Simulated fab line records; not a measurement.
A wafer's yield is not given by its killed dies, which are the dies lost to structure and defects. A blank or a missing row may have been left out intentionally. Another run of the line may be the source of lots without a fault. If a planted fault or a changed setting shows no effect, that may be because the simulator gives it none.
Which of the tools did it?	flow sky130	Sampling: 13 lots, 39 wafers, 4 of 708 route steps

== WHAT THE GAUGES READ, wafer by wafer ==
SKY_LDD_P_OVL_MEAS_08. Usual: for LDD_P_OVL the level is -0.3 nm and the standard deviation is 1.2.
lot	measured	on	LDD_P_OVL (nm)	flag
L946	day 19 10:24	overlay-02	-0.9 0.0 -0.8	
L947	day 20 01:14	overlay-02	0.2 0.3 2.2	
L949	day 20 03:02	overlay-01	-1.8 -0.2 0.0	
L951	day 21 05:19	overlay-01	-1.5 -2.3 -3.6	
L952	day 21 18:04	overlay-02	-1.5 -2.8 -0.3	
L953	day 22 05:10	overlay-01	-2.1 -1.0 -0.1	
L954	day 22 12:39	overlay-02	-0.7 -1.2 1.9	
L955	day 22 17:07	overlay-02	-2.5 -0.5 -0.8	
L957	day 23 08:39	overlay-02	1.3 2.4 0.7	
L958	day 23 13:44	overlay-02	0.3 -2.7 -0.9	
L961	day 24 18:16	overlay-02	1.1 1.9 -0.9	
L968	day 26 21:05	overlay-02	-0.2 -0.1 -2.0	
L969	day 27 07:01	overlay-02	-0.1 0.3 0.6	

SKY_LDD_LDN_OVL_MEAS_07. Usual: for LDD_LDN_OVL the level is 0.3 nm and the standard deviation is 1.3.
lot	measured	on	LDD_LDN_OVL (nm)	flag
L946	day 23 06:20	overlay-02	-0.4 -0.4 -2.1	
L947	day 23 20:51	overlay-01	-0.6 -0.5 -0.5	
L949	day 23 22:04	overlay-02	1.2 2.4 0.8	
L951	day 25 00:30	overlay-02	-0.2 -2.1 -2.0	
L952	day 25 12:32	overlay-02	-2.2 -0.8 -1.3	
L953	day 25 22:44	overlay-02	-0.2 0.6 1.8	
L954	day 26 06:11	overlay-02	-0.9 0.7 2.0	
L955	day 26 09:29	overlay-02	-1.3 2.5 0.8	
L957	day 27 00:45	overlay-01	0.7 1.3 0.8	
L958	day 27 05:39	overlay-02	1.1 -0.2 0.9	
L961	day 28 09:50	overlay-01	0.6 1.0 2.5	
L968	day 30 11:11	overlay-01	0.6 0.9 -0.6	
L969	day 30 20:32	overlay-02	0.8 0.5 -0.4	

SKY_LI_CONTACT_THK_MEAS_23: measures by xrf. Usual: for LI_CONTACT_W_THK the level is 408 nm and the standard deviation is 8.4.
lot	measured	on	LI_CONTACT_W_THK (nm)	flag
L946	day 29 12:16	film-metro-03	404 408 401	
L947	day 30 03:02	film-metro-02	397 412 401	
L949	day 30 05:47	film-metro-02	412 413 398	
L951	day 31 05:35	film-metro-03	409 411 409	
L952	day 31 16:04	film-metro-02	403 388 393	
L953	day 32 03:25	film-metro-02	406 407 412	
L954	day 32 08:30	film-metro-03	398 391 392	
L955	day 32 11:43	film-metro-03	404 393 401	
L957	day 33 00:43	film-metro-02	424 424 409	
L958	day 33 07:31	film-metro-03	396 405 410	
L961	day 34 09:51	film-metro-03	419 411 409	
L968	day 36 17:19	film-metro-02	411 423 412	
L969	day 36 17:34	film-metro-02	416 422 420	

== TOOL THAT RAN EACH LOT (tool first, then ch and the chambers of the sampled wafers, then the start) ==
lot	SKY_RES_XHIGH_EXPOSE_04
L946	iline-stepper-02 ch 0, day 26 10:20
L947	iline-stepper-02 ch 0, day 27 00:58
L949	iline-stepper-01 ch 0, day 27 03:56
L951	iline-stepper-02 ch 0, day 28 07:11
L952	iline-stepper-01 ch 0, day 28 16:12
L953	iline-stepper-01 ch 0, day 29 02:08
L954	iline-stepper-02 ch 0, day 29 09:34
L955	iline-stepper-01 ch 0, day 29 12:31
L957	iline-stepper-01 ch 0, day 30 02:47
L958	iline-stepper-01 ch 0, day 30 08:10
L961	iline-stepper-02 ch 0, day 31 09:40
L968	iline-stepper-01 ch 0, day 33 19:56
L969	iline-stepper-02 ch 0, day 33 20:11
- SKY_RES_XHIGH_EXPOSE_04: exposes mask URPM, target cd 1270 nm.

== AS READ BY THE TOOLS THEMSELVES (means over the sampled wafers that have a number; for cases with no such wafer, the mark the record gives instead) ==
SKY_RES_XHIGH_EXPOSE_04. Usual: reticle-temp-C 22.99 C, standard deviation 0.089; stage-vel-mm-s 499.97 mm/s, standard deviation 0.24.
lot	tool	reticle-temp-C (C)	stage-vel-mm-s (mm/s)	flag
L946	iline-stepper-02	23.01	500.17	
L947	iline-stepper-02	23.07	500.28	
L949	iline-stepper-01	22.95	500.13	
L951	iline-stepper-02	23.09	499.72	
L952	iline-stepper-01	22.89	499.98	
L953	iline-stepper-01	22.92	499.86	
L954	iline-stepper-02	22.98	500.01	
L955	iline-stepper-01	22.93	499.72	
L957	iline-stepper-01	23.01	499.81	
L958	iline-stepper-01	23.03	500.23	
L961	iline-stepper-02	22.94	500.13	
L968	iline-stepper-01	23.15	499.78	
L969	iline-stepper-02	23.04	499.83	

== THE ANSWER, worked out from the rows above alone ==
Rule: take the mean of a lot's wafers that have a number; if it is more than 3 standard deviations from the usual mean, the lot is off. A lot without any number at a reading at which 4 lots or more have one is off too. Where the step has rows for the other lots, those lots are counted as sound. The gauges are gone through in route order, then the tools' own readings, and for those a lot's mean is taken as printed above. At the first step where some lot is off, the reading lying furthest off is the one used; lots without a number count as furthest.
None of the lots is off at any reading shown; this tells nothing.

== WHAT THE SIMULATOR HAD INSERTED ==
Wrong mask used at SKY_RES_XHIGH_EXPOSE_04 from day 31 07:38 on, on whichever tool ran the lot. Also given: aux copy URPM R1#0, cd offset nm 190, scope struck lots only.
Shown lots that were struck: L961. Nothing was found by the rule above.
